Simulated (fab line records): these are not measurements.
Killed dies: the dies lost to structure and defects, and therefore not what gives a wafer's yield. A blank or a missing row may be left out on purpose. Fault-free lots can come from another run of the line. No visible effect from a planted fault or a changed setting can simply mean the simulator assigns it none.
Split-lot experiment | flow sky130 | route with 708 steps; 5 lots, 23 wafers read

== SPLIT DETAILS ==
At SKY_METAL2_COAT_10 (resist thk 450 nm), the setting spin_rpm was moved away from the recipe's 3000 rpm on 8 of the 23 wafers read, by -5.7% to +7.3%. All remaining wafers had this setting at the recipe value.

== FROM THE SPLIT TO THE READING: what the file shows between them, 2 steps ==
- SKY_METAL2_DEVELOP_14: develop time 60 s (also split here: dev_temp_c)
- SKY_METAL2_DESCUM_17: chemistry O2, time 8 s

== THE READING ==
KrF-thick_of_METAL2_COAT_10.thk_nm (the simulator's own value, which no gauge read), in nm, at SKY_METAL2_ETCH_18 (etches BARC in N2/H2, stops on SiO2, time 47.96 s, target depth 60 nm). No usual value for it is given in the file. Here, 15 wafers ran the recipe; their average is 390.4 nm with a standard deviation of 1.7 nm.

wafer  | tool, chamber at the split | spin_rpm as run, rpm | against the recipe | KrF-thick_of_METAL2_COAT_10.thk_nm, nm | against lot-mates on the recipe
L075.1 | litho_track-03, 0          | 3218                 | +7.3%              | 375.6                                  | -13.9
L075.2 | litho_track-03, 0          | 3000                 | recipe             | 389.3                                  | -
L075.4 | litho_track-03, 0          | 3000                 | recipe             | 390.5                                  | -
L075.5 | litho_track-03, 0          | 3000                 | recipe             | 388.8                                  | -
L075.6 | litho_track-03, 0          | 3218                 | +7.3%              | 374.5                                  | -15.0
L076.2 | litho_track-03, 0          | 3000                 | recipe             | 388.6                                  | -
L076.5 | litho_track-03, 0          | 3000                 | recipe             | 387.9                                  | -
L076.6 | litho_track-03, 0          | 3000                 | recipe             | 390.3                                  | -
L081.1 | litho_track-03, 0          | 3000                 | recipe             | 389.3                                  | -
L081.2 | litho_track-03, 0          | 2829                 | -5.7%              | 402.8                                  | +13.4
L081.3 | litho_track-03, 0          | 3000                 | recipe             | 389.4                                  | -
L081.4 | litho_track-03, 0          | 2829                 | -5.7%              | 401.6                                  | +12.2
L081.5 | litho_track-03, 0          | 2829                 | -5.7%              | 404.4                                  | +15.0
L083.1 | litho_track-01, 0          | 3071                 | +2.4%              | 387.9                                  | -6.1
L083.2 | litho_track-01, 0          | 3071                 | +2.4%              | 386.6                                  | -7.3
L083.3 | litho_track-01, 0          | 3000                 | recipe             | 393.9                                  | -
L083.4 | litho_track-01, 0          | 3071                 | +2.4%              | 386.9                                  | -7.1
L083.6 | litho_track-01, 0          | 3000                 | recipe             | 394                                    | -
L085.1 | litho_track-03, 0          | 3000                 | recipe             | 390.4                                  | -
L085.3 | litho_track-03, 0          | 3000                 | recipe             | 390.1                                  | -
L085.4 | litho_track-03, 0          | 3000                 | recipe             | 391.5                                  | -
L085.5 | litho_track-03, 0          | 3000                 | recipe             | 391.7                                  | -
L085.6 | litho_track-03, 0          | 3000                 | recipe             | 390                                    | -

THE FIT
A straight line over all 23 wafers: KrF-thick_of_METAL2_COAT_10.thk_nm changes by -2.1 nm for each +1% of spin_rpm; r = -0.97; the points scatter about the line by 1.7 nm.
The same after taking each lot's own level away (the mean of its wafers on the recipe; 23 wafers): -2.24 nm for each +1%; r = -0.99; scatter 1.2 nm.
Per that fit: largest spin_rpm move, reading shift of 16 nm.
The lots' own levels span 388.93 to 393.95 nm, that is 2.9 times the standard deviation above.
Hence the lot-to-lot level has little effect on the slope; both slopes agree.
Check: -17 nm against its lot-mates is what the line predicts for one of the wafers moved furthest among these (+7.3%) when that wafer is left out of the fit. It came out at -13.9 nm against them.

== FURTHER SPLITS ON THESE WAFERS ==
Other splits were also applied to these wafers ahead of the reading. Each is held against what the fit with the lots' levels taken away leaves over:
other split on the same wafers   | wafers away from the commonest value | r with KrF-thick_of_METAL2_COAT_10.thk_nm (lot level and that fit taken away)
SKY_METAL2_DEVELOP_14 dev_temp_c | 10                                   | +0.09

== THE WHOLE CHAIN: every reading that the file lists as answering this split, in the file's order ==
step               | what it does                                                          | reading                                                                             | change (the file's fit)              | r (the file's)
SKY_METAL2_COAT_10 | resist thk 450 nm                                                     | KrF-thick_of_METAL2_COAT_10.thk_nm (the simulator's own value, which no gauge read) | -2.29 nm for each +1% of the setting | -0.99
SKY_METAL2_ETCH_18 | etches BARC in N2/H2, stops on SiO2, time 47.96 s, target depth 60 nm | KrF-thick_of_METAL2_COAT_10.thk_nm (the simulator's own value, which no gauge read) | -2.18 nm for each +1% of the setting | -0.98

== FILE'S OWN FIT ==
KrF-thick_of_METAL2_COAT_10.thk_nm changes by -2.18 nm for each +1% of spin_rpm, r = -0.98.
